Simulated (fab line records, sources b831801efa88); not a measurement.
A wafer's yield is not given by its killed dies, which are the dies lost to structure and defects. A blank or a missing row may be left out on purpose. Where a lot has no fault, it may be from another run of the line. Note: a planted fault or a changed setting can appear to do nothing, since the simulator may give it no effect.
A struck lot beside a sound one | flow gf180mcu | 16 out of 602 route steps
Sound: these wafers, L132.4, L132.5, L132.6. Struck: wafer L141.2 (left out: L141.1, L141.3 of the same lot, which were not struck); the cause appears at the end.
Each step with rows lists, per side, the tool, then ch with its chambers, then its first start. Under that, the readings that differ: sound wafers | struck wafers | difference of the means | sigmas: that difference in standard deviations of wafers without a fault.
alike: same words and numbers on both sides, and readings whose means sit less than 2 such deviations apart. not compared: any withheld reading, any reading some wafer has no value for, any bound like >300 that may hide the same value, and any number with overlapping values for which the record gives no deviation.
Wherever a step has rows on one side only, a row that says differs or no value, or a row with sigmas, the two part there. When numbers do not overlap yet have no deviation, they are printed without sigmas and do not part them. Lack of a reading on every wafer of one side parts them only where that side has two or more wafers.

first, 6 steps without rows for these wafers: GF_M4_HMDS_08 (prime time 60 s); GF_M4_COAT_09 (resist thk 1000 nm); GF_M4_SOFTBAKE_10 (time 60 s); GF_M4_EXPOSE_11 (exposes mask Metal4, target cd 280 nm); GF_M4_PEB_12 (peb time 90 s); GF_M4_DEVELOP_13 (develop time 60 s).
GF_M4_CD_MEAS_14: target cd 280 nm.
  sound: cdSem-01 at day 24 17:57; struck: cdSem-02 at day 27 23:17
  alike: cdNm
GF_M4_OVL_MEAS_15:
  sound: overlay-01 at day 24 18:02; struck: overlay-01 at day 27 23:25
  alike: M4_OVL
GF_M4_METAL_ETCH_16: etches the open film in Cl2/BCl3, stops on SiO2, target depth 627.5 nm, time 104.6 s.
  sound on rieMetal-02 ch 0, day 24 18:10; struck on rieMetal-02 ch 1, day 27 23:27
reading                  | sound             | struck | difference                   | sigmas
biasW (W)                | 140.4 140.3 140.0 | 139.4  | -0.8                         | -2
drypumpMotorCurrentA (A) | 4.9 4.9 4.9       | 6.2    | +1.3                         | +3
mfcCl2Sccm (sccm)        | 80.07 80.24 80.15 | 79.60  | -0.55                        | -2
rfHoursCounterH (h)      | - - -             | 1      | no value on the sound wafers | 
  alike: chamberPressureMTorr, oesProductAu, throttleValvePct
GF_M4_STRIP_17: strips in O2/N2.
  sound on plasmaAsher-03 ch 0,1, day 24 18:18; struck on plasmaAsher-02 ch 0, day 27 23:34
reading                  | sound          | struck | difference                   | sigmas
heaterPowerW (W)         | 405 399 332    | 289    | -90                          | -2
rfHoursCounterH (h)      | - - -          | 100    | no value on the sound wafers | 
stripTimeToEndpointS (s) | 7.94 7.93 7.96 | 7.85   | -0.09                        | -2
  alike: chamberPressureMTorr, drypumpMotorCurrentA, oesProductAu
then, 2 steps without rows for these wafers: GF_M4_STRIP_18 (strips in post etch residue remover, time 1200 s); GF_M4_CLEAN_19 (cleans in DIW).
GF_V4_CVD_00: deposits SiO2, target thk 600 nm, time 100 s.
  sound on hdpcvd-01 ch 0,1,2, day 24 18:50; struck on hdpcvd-01 ch 1, day 28 00:08
reading                            | sound             | struck | difference | sigmas
sih4FlowSccm (sccm)                | 59.92 60.19 60.12 | 50.87  | -9.21      | -58
model.SiO2_of_V4_CVD_00.thkNm (nm) | 603.1 590.2 591.1 | 515.8  | -79.0      | 
  alike: pressureMtorr
GF_V4_THK_MEAS_01:
  sound: filmMetro-01 at day 24 18:55; struck: filmMetro-02 at day 28 00:12
reading            | sound       | struck | difference | sigmas
V4_CVD_00_THK (nm) | 603 590 591 | 516    | -79        | -10
GF_V4_CVD_02: deposits SiO2 from TEOS, target thk 850 nm, time 94.851 s.
  sound on pecvd-02 ch 0,1,2, day 24 18:58; struck on pecvd-01 ch 2, day 28 00:16
  alike: heaterPowerW
GF_PASSIVATION_PROBE_99:
  the record has rows for the sound wafers here (prober-01, day 30 04:37) and none for the struck ones

== WHERE THEY PART ==
First at GF_M4_METAL_ETCH_16; last, within this record, at GF_PASSIVATION_PROBE_99.

WHY: what the simulator had put in
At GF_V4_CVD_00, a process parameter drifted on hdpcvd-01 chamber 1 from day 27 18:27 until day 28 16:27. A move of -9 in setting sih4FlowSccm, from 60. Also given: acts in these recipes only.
